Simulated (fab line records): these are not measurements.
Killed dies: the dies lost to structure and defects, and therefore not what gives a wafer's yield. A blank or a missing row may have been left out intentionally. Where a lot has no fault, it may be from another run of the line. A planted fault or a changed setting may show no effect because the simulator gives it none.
Split-lot trial -- flow sfq_line -- 23 wafers read across 5 lots, on a route 325 steps long

== ON THE SPLIT ==
At SFQ_TRILAYER_I4_VIA_LITHO_PEB_106 (peb time 60 s), the setting peb_time_s was moved away from the recipe's 60 s on 5 of the 23 wafers read, by -14.2% to -7.3%. For the rest of the wafers, this setting stayed at what the recipe calls for.

== SPLIT TO READING: what lies between them in the file, 1 step ==
- SFQ_TRILAYER_I4_VIA_LITHO_DEVELOP_105: time 60 s

== THE READING ==
I4.cd_nm (the simulator's own value, which no gauge read), in nm, at SFQ_TRILAYER_I4_VIA_BARC_OPEN_VIA_ETCH_146 (etches BARC in O2, target depth 125 nm, time 41.7 s). The file does not state a usual value for it. Here, 18 wafers ran the recipe; their average is 700.0 nm with a standard deviation of 1.3 nm.

wafer,"tool, chamber at the split","peb_time_s as run, s",against the recipe,"I4.cd_nm, nm",against lot-mates on the recipe
L075.1,"litho_track-01, 0",60,recipe,701.5,-
L075.4,"litho_track-01, 0",60,recipe,701.5,-
L075.3,"litho_track-01, 0",60,recipe,700,-
L075.5,"litho_track-01, 0",60,recipe,701.8,-
L075.6,"litho_track-01, 0",60,recipe,700.5,-
L077.1,"litho_track-01, 0",60,recipe,697.6,-
L077.2,"litho_track-01, 0",60,recipe,698.3,-
L077.3,"litho_track-01, 0",60,recipe,699.6,-
L077.4,"litho_track-01, 0",60,recipe,699.4,-
L077.5,"litho_track-01, 0",60,recipe,699.7,-
L078.1,"litho_track-01, 0",60,recipe,698,-
L078.3,"litho_track-01, 0",55.61,-7.3%,688.1,-10.5
L078.4,"litho_track-01, 0",55.61,-7.3%,686.9,-11.7
L078.5,"litho_track-01, 0",60,recipe,699.6,-
L078.6,"litho_track-01, 0",60,recipe,698.3,-
L079.1,"litho_track-04, 0",60,recipe,701.1,-
L079.2,"litho_track-04, 0",51.47,-14.2%,678.4,-22.2
L079.3,"litho_track-04, 0",51.47,-14.2%,676.9,-23.7
L079.4,"litho_track-04, 0",60,recipe,700.1,-
L079.5,"litho_track-04, 0",51.47,-14.2%,677.4,-23.2
L082.1,"litho_track-04, 0",60,recipe,701,-
L082.2,"litho_track-04, 0",60,recipe,702.3,-
L082.4,"litho_track-04, 0",60,recipe,699.3,-

THE FIT
A straight line over all 23 wafers: I4.cd_nm changes by +1.59 nm for each +1% of peb_time_s; r = +0.99; the points scatter about the line by 1.3 nm.
The same after taking each lot's own level away (the mean of its wafers on the recipe; 23 wafers): +1.61 nm for each +1%; r = +0.99; scatter 0.85 nm.
Per that fit: largest peb_time_s move, reading shift of 23 nm.
From 698.63 to 701.06 nm: that is the span of the lots' own levels, equal to 1.8 times the standard deviation above.
So the lot-to-lot level changes the slope little: the two slopes agree.
Check: for one of the wafers moved furthest among these (-14.2%), held out of the fit, the line's prediction against its lot-mates is -23.1 nm. It came out at -22.2 nm against them.

== ADDITIONAL SPLITS CARRIED BY THESE WAFERS ==
These wafers also went through other splits before the reading. Each is held against what the fit with the lots' levels taken away leaves over:
other split on the same wafers,wafers away from the commonest value,r with I4.cd_nm (lot level and that fit taken away)
SFQ_TRILAYER_I2_CMP_CMP_064 leave_above_ref_nm,11,+0.14
SFQ_TRILAYER_I2_VIA_LITHO_COAT_067 resist_thk_nm,8,+0.03
SFQ_TRILAYER_I2_VIA_LITHO_EXPOSE_068 dose_mj,7,-0.05
SFQ_TRILAYER_M3_LITHO_COAT_080 spin_rpm,8,+0.09
SFQ_TRILAYER_M3_BARC_OPEN_METAL_ETCH_100 time_s,3,+0.29
SFQ_TRILAYER_M4_LITHO_COAT_093 spin_rpm,11,-0.16
SFQ_TRILAYER_I4_CMP_CMP_100 down_force_psi,12,+0.18

== FILE'S OWN FIT ==
I4.cd_nm changes by +1.6 nm for each +1% of peb_time_s, r = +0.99.
